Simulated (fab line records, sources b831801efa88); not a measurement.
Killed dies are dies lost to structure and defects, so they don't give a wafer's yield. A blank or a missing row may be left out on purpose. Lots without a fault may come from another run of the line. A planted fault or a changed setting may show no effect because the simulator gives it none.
Tool commonality check | flow gf180mcu | 13 lots, 39 wafers sampled

WHY IT WAS OPENED
At GF_DNWELL_TW_MEAS_09 the reading DNWELL_TW is flagged on 2 of 13 lots. Wafers without a fault read 1359, standard deviation 9.8.
Rule: a lot is flagged when every wafer of it that has a number lies more than 4 standard deviations from that mean, or none has a number. The other lots count as sound.

lot  | measured    | on            | DNWELL_TW, wafer by wafer | flag
L124 | day 2 18:11 | film_metro-04 | 1370 1359 1356            |
L127 | day 3 10:41 | film_metro-04 | 1356 1357 1353            |
L128 | day 3 15:06 | film_metro-01 | 1342 1342 1341            |
L129 | day 3 20:31 | film_metro-01 | 1348 1347 1336            |
L130 | day 4 02:35 | film_metro-01 | 1349 1353 1351            |
L134 | day 5 00:28 | film_metro-03 | 1367 1357 1366            |
L135 | day 5 04:45 | film_metro-04 | 1552 1542 1542            | FLAGGED
L136 | day 5 10:42 | film_metro-04 | 1545 1540 1535            | FLAGGED
L142 | day 6 23:10 | film_metro-04 | 1366 1353 1359            |
L143 | day 7 00:54 | film_metro-03 | 1354 1351 1347            |
L144 | day 7 04:17 | film_metro-03 | 1360 1375 1368            |
L146 | day 7 14:42 | film_metro-04 | 1361 1367 1366            |
L147 | day 7 23:18 | film_metro-04 | 1373 1372 1366            |
The numbers of the flagged lots are 1543 on average: +184 against the usual, or +19 standard deviations.

WHICH TOOL RAN EACH LOT
The record holds 1 process step before the reading, out of a route of 602 steps. In each cell: the tool, then ch and the chambers that the sampled wafers went through, then the start.
lot  | flag    | GF_DNWELL_IMPLANT_07
L124 |         | implanter-04 ch 0, day 2 17:57
L127 |         | implanter-04 ch 0, day 3 10:29
L128 |         | implanter-01 ch 0, day 3 14:51
L129 |         | implanter-01 ch 0, day 3 20:16
L130 |         | implanter-02 ch 0, day 4 02:21
L134 |         | implanter-02 ch 0, day 5 00:14
L135 | FLAGGED | implanter-02 ch 0, day 5 04:30
L136 | FLAGGED | implanter-02 ch 0, day 5 10:27
L142 |         | implanter-01 ch 0, day 6 22:55
L143 |         | implanter-01 ch 0, day 7 00:39
L144 |         | implanter-04 ch 0, day 7 04:03
L146 |         | implanter-01 ch 0, day 7 14:27
L147 |         | implanter-04 ch 0, day 7 23:03
What these steps do:
- GF_DNWELL_IMPLANT_07
- GF_DNWELL_TW_MEAS_09

FLAGGED OVER TOTAL, TOOL BY TOOL (the gauges that took the reading come last)
step                 | tool          | lots run | flagged | share of the flagged lots | sound lots run after its first flagged lot
GF_DNWELL_IMPLANT_07 | implanter-01  | 5        | 0       | none                      | -
GF_DNWELL_IMPLANT_07 | implanter-02  | 4        | 2       | all                       | 0
GF_DNWELL_IMPLANT_07 | implanter-04  | 4        | 0       | none                      | -
GF_DNWELL_TW_MEAS_09 | film_metro-01 | 3        | 0       | none                      | -
GF_DNWELL_TW_MEAS_09 | film_metro-03 | 3        | 0       | none                      | -
GF_DNWELL_TW_MEAS_09 | film_metro-04 | 7        | 2       | all                       | 3 (L142,L146,L147)

WHAT THE TABLE ALLOWS
2 rows of the table ran every flagged lot: implanter-02 at GF_DNWELL_IMPLANT_07, film_metro-04 at GF_DNWELL_TW_MEAS_09.
- implanter-02 at GF_DNWELL_IMPLANT_07: 2 of its 4 lots flagged. Its last sound lot is L134 (day 5 00:14), its first flagged lot L135 (day 5 04:30): a fault that began between those two fits. Its own readings lie more than 4 standard deviations out on every wafer of the flagged lots: dose_ions_cm2, faraday_current_uA.
- film_metro-04 at GF_DNWELL_TW_MEAS_09: 2 of its 7 lots flagged. Sound lots ran on it after the first flagged one (L142, L146, L147), which a lasting fault on the whole tool wouldn't allow.
One tool is left: implanter-02 at GF_DNWELL_IMPLANT_07.

WHAT THE SIMULATOR HAD PUT IN
Process parameter drift: implanter-02, from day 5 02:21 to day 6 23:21, at GF_DNWELL_IMPLANT_07. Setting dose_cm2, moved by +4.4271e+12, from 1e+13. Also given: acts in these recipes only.
Lots struck among those shown: L135, L136. The rule above found the same.
